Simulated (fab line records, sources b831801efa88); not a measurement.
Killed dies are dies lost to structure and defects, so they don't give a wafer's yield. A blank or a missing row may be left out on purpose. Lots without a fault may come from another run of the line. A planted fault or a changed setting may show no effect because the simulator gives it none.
A struck lot beside a sound one | flow sky130 | 43 steps out of a route of 708
Sound: wafers L388.1, L388.3, L388.5. Struck: wafers L398.2, L398.5, L398.6. The cause comes at the end.
At each step with rows: each side's tool, then ch and its chambers, then its first start. Under that, the readings that differ: sound wafers | struck wafers | difference of the means | sigmas: that difference in standard deviations of wafers without a fault.
alike: readings whose means differ by less than 2 such deviations, and words and numbers that are the same on both sides. not compared: withheld readings, readings that some wafer has no value for, bounds like >300 that may hide the same value, and numbers for which the record gives no deviation and whose values overlap.
The two part at a step that has a row with sigmas, a row that says differs or no value, or rows on one side only. Numbers that don't overlap but have no deviation are shown without sigmas and don't part them. A reading that every wafer of one side lacks parts them only if that side has two wafers or more.

first, 8 steps without rows for these wafers: SKY_METAL3_DEHYDRATE_05 (time 60 s); SKY_METAL3_HMDS_06 (prime time 60 s); SKY_METAL3_COAT_07 (resist thk 60 nm); SKY_METAL3_COAT_08 (resist thk 1140 nm); SKY_METAL3_SOFTBAKE_09 (time 90 s); SKY_METAL3_EXPOSE_10 (exposes mask MM3, target cd 300 nm); SKY_METAL3_PEB_11; SKY_METAL3_DEVELOP_12 (develop time 60 s).
SKY_METAL3_CD_MEAS_13: target cd 300 nm.
  sound on cd_sem-02, day 39 18:07; struck on cd_sem-01, day 43 02:12
  alike: cd_nm
SKY_METAL3_OVL_MEAS_14:
  sound on overlay-02, day 39 18:14; struck on overlay-02, day 43 02:18
  alike: METAL3_OVL
then, 1 step without rows for these wafers: SKY_METAL3_DESCUM_15 (chemistry O2, time 8 s).
SKY_METAL3_ETCH_16: etches BARC in N2/H2, stops on SiO2, time 88.2 s, target depth 60 nm.
  sound on rie_metal-04 ch 0,1, day 39 18:17; struck on rie_metal-01 ch 0,1, day 43 02:22
  alike: drypump_motor_current_A, oes_product_au, throttle_valve_pct
  not compared: rf_hours_counter_h
SKY_METAL3_ETCH_17: etches SiO2 in C4F8/O2/Ar, stops on TiN, time 3.9 s, target depth 15 nm.
  sound on rie_diel-04 ch 1,2,3, day 39 18:23; struck on rie_diel-02 ch 2,3, day 43 02:28
  alike: oes_product_au
  not compared: rf_hours_counter_h
SKY_METAL3_METAL_ETCH_18: etches the open film in Cl2/BCl3, stops on SiO2, target depth 845 nm, time 183.1 s.
  sound on rie_metal-01 ch 0,1, day 39 18:25; struck on rie_metal-04 ch 0,1, day 43 02:29
  alike: drypump_motor_current_A, oes_product_au, throttle_valve_pct
  not compared: rf_hours_counter_h
then, 5 steps without rows for these wafers: SKY_METAL3_STRIP_19 (strips in O2/N2); SKY_METAL3_STRIP_20 (strips in post etch residue remover, time 1200 s); SKY_METAL3_CLEAN_21 (cleans in IPA, time 180 s); SKY_METAL3_CLEAN_22 (cleans in O3/DIW); SKY_VIA3_HDPCVD_00 (deposits SiO2, target thk 1635 nm, time 272.5 s).
SKY_VIA3_THK_MEAS_01:
  sound on film_metro-01, day 39 19:28; struck on film_metro-01, day 43 03:28
  alike: VIA3_HDPCVD_THK
SKY_VIA3_CMP_02: polishes SiO2.
  sound on cmp-01 ch 0,1, day 39 19:31; struck on cmp-01 ch 2,3, day 43 03:31
  alike: head_pressure_psi, motor_current_A
SKY_VIA3_BOW_MEAS_03:
  sound on film_metro-04, day 39 19:49; struck on film_metro-01, day 43 03:50
  alike: VIA3_BOW
then, 8 steps without rows for these wafers: SKY_VIA3_DEHYDRATE_04 (time 60 s); SKY_VIA3_HMDS_05 (prime time 60 s); SKY_VIA3_COAT_06 (resist thk 60 nm); SKY_VIA3_COAT_07 (resist thk 450 nm); SKY_VIA3_SOFTBAKE_08 (time 90 s); SKY_VIA3_EXPOSE_09 (exposes mask VIM3, target cd 200 nm); SKY_VIA3_PEB_10; SKY_VIA3_DEVELOP_11 (develop time 60 s).
SKY_VIA3_CD_MEAS_12: target cd 200 nm.
  sound on cd_sem-01, day 40 20:02; struck on cd_sem-02, day 44 02:25
  alike: cd_nm
SKY_VIA3_OVL_MEAS_13:
  sound on overlay-02, day 40 20:10; struck on overlay-02, day 44 02:31
  alike: VIA3_OVL
then, 1 step without rows for these wafers: SKY_VIA3_ETCH_14 (etches BARC in N2/H2, stops on SiO2, time 45.9 s, target depth 60 nm).
SKY_VIA3_ETCH_15: etches SiO2 in C4F8/O2/Ar, stops on TiN, target depth 507 nm, time 78 s.
  sound on rie_diel-03 ch 1,3, day 40 20:14; struck on rie_diel-03 ch 0,1,3, day 44 02:35
  alike: oes_product_au
  not compared: rf_hours_counter_h
then, 4 steps without rows for these wafers: SKY_VIA3_STRIP_16 (strips in O2/N2); SKY_VIA3_STRIP_17 (strips in post etch residue remover, time 1200 s); SKY_VIA3_CLEAN_18 (cleans in IPA, time 180 s); SKY_VIA3_CLEAN_19 (cleans in O3/DIW).
SKY_VIA3_SPUTTER_20: material TiN, target thk 20 nm, time 80 s.
  sound on pvd_sputter-02, day 40 20:53; struck on pvd_sputter-01, day 44 03:17
  alike: chamber_pressure_pa, throttle_valve_pct
then, 1 step without rows for these wafers: SKY_VIA3_CVD_21 (deposits W, target thk 390 nm, time 117.31 s).
SKY_VIA3_RS_MEAS_22: measures by four-point-probe.
  sound on film_metro-02, day 40 21:05; struck on film_metro-01, day 44 03:29
  alike: VIA3_W_RS
SKY_VIA3_THK_MEAS_23: measures by xrf.
  sound on film_metro-02, day 40 21:12; struck on film_metro-01, day 44 03:36
  alike: VIA3_W_THK
-- the record jumps here: 5 days lie between the struck wafers' starts before and after (it left off in module VIA3 and takes up again in module PAD_OPEN, whose first step shown is number 708 of the route) --
SKY_PAD_OPEN_PROBE_99:
  sound on prober-02, day 46 20:52; struck on prober-02, day 49 11:42
  reading                               | sound             | struck            | difference | sigmas
  defect_limited_yield (%)              | 83.5 83.1 83.7    | 78.3 74.6 73.4    | -8.0       | -4
  killed_at_M0_to_M3                    | 45 44 33          | 72 95 87          | +44        | +6
  killed_dies                           | 81 83 80          | 107 125 131       | +40        | +4
  killed_short                          | 40 48 37          | 24 25 33          | -14        | -2
  sort_bin_3_pad_short (%)              | 0.8 1.2 0.6       | 3.0 1.4 2.2       | +1.3       | +3
  sort_bin_5_function (%)               | 10.4 11.0 10.2    | 13.4 15.9 16.3    | +4.7       | +3
  sort_n_pass                           | 411 409 412       | 385 367 361       | -40        | -4
  sort_yield_pct (%)                    | 83.5 83.1 83.7    | 78.3 74.6 73.4    | -8.0       | -4
  model.etest.tester.sort_n_pass        | 411 409 412       | 385 367 361       | -40        |
  model.etest.tester.sort_yield_pct (%) | 83.54 83.13 83.74 | 78.25 74.59 73.37 | -8.07      |
  model.etest.tester.sort_bin_5_pct (%) | 10.37 10.98 10.16 | 13.41 15.85 16.26 | +4.67      |
  model.etest.tester.sort_bin_3_pct (%) | 0.813 1.22 0.6098 | 3.049 1.423 2.236 | +1.355     |
  alike: killed_at_M4_up, killed_at_contacts, killed_at_front_end, killed_at_other, killed_open, sort_bin_6_memory

WHERE THEY PART
Only at SKY_PAD_OPEN_PROBE_99, within this record.

WHY: what the simulator had put in
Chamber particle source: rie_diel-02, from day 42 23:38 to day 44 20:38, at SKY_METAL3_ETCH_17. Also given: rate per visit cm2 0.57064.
